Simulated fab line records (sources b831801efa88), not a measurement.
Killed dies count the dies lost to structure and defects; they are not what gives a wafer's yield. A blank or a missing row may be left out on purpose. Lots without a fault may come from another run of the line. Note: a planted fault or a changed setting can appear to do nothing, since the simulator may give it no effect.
One fault through the eyes of 2 desks / flow sky130 / what lay behind the numbers comes last; until then each desk has only its own

== TOOL OWNER'S DESK, implanter-01 ==
For each lot that ran on this tool, the mean over its sampled wafers that have a number, from the tool's own readings at SKY_LDD_N_IMPLANT_10. The brackets show how far a lot's mean lies from the usual mean; more than 4 standard deviations puts the lot out of limits, marked OUT.
Columns: A = beam_energy_keV at SKY_LDD_N_IMPLANT_10, usual 20.000; B = dose_ions_cm2 at SKY_LDD_N_IMPLANT_10, usual 7.497e+13; C = faraday_current_uA at SKY_LDD_N_IMPLANT_10, usual 423
lot=L705; first seen here=day 19 07:46; A=20.003; B=7.490e+13; C=422
lot=L710; first seen here=day 20 15:18; A=20.002; B=7.499e+13; C=422
lot=L711; first seen here=day 21 13:41; A=20.006; B=7.504e+13; C=420
lot=L713; first seen here=day 22 00:15; A=19.998; B=8.356e+13 (+98) OUT; C=473 (+5.6) OUT
lot=L714; first seen here=day 22 06:11; A=19.995; B=8.340e+13 (+96) OUT; C=463 (+4.5) OUT
lot=L726; first seen here=day 26 06:09; A=20.004; B=7.495e+13; C=428
This desk's finding: out of limits on L713, L714; first on L713, day 22 00:15 (dose_ions_cm2 at SKY_LDD_N_IMPLANT_10). L705, L710, L711, L726 stayed within limits.

== THE METROLOGY DESK ==
What the gauges read for every lot (on any tool): the sampled wafers with a number, averaged. The brackets show how far a lot's mean lies from the usual mean; more than 4 standard deviations puts the lot out of limits, marked OUT.
Columns: A = VT_ADJUST_NCORE_OVL at SKY_VT_ADJUST_NCORE_OVL_MEAS_08, usual 0.3 nm; B = LDD_N_OVL at SKY_LDD_N_OVL_MEAS_07, usual -1.3 nm
lot=L703; first seen here=day 8 16:04; A=3.2; B=-0.1
lot=L704; first seen here=day 9 02:14; A=0.2; B=-1.0
lot=L705; first seen here=day 9 09:41; A=-0.9; B=-0.7
lot=L708; first seen here=day 10 03:37; A=-0.8; B=-1.3
lot=L710; first seen here=day 10 15:20; A=0.1; B=-2.9
lot=L711; first seen here=day 11 08:17; A=-0.6; B=-0.4
lot=L712; first seen here=day 11 10:53; A=1.4; B=-1.9
lot=L713; first seen here=day 11 20:06; A=-1.9; B=0.2
lot=L714; first seen here=day 11 23:33; A=-0.7; B=-1.8
lot=L722; first seen here=day 14 13:26; A=-0.7; B=-2.3
lot=L723; first seen here=day 14 17:29; A=0.7; B=1.7
lot=L725; first seen here=day 15 12:39; A=-0.7; B=-1.0
lot=L726; first seen here=day 15 19:03; A=2.1; B=0.5
This desk's verdict: no lot among the 13 shows anything out of limits.

== ALL TOGETHER ==
The tool owner's desk could have raised an alarm at day 22 00:15, on L713, L714.
At the metrology desk, nothing out of limits was observed.
The metrology desk has L713, L714 on record, within its limits.
Every lot named ran SKY_LDD_N_IMPLANT_10 on implanter-01.

== WHAT THE SIMULATOR HAD PUT IN ==
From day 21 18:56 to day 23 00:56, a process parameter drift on implanter-01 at SKY_LDD_N_IMPLANT_10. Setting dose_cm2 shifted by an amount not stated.
Lots struck among those shown: L713, L714.
Hours from the fault's start to each desk's first reading out of limits: the tool owner's desk, 5.
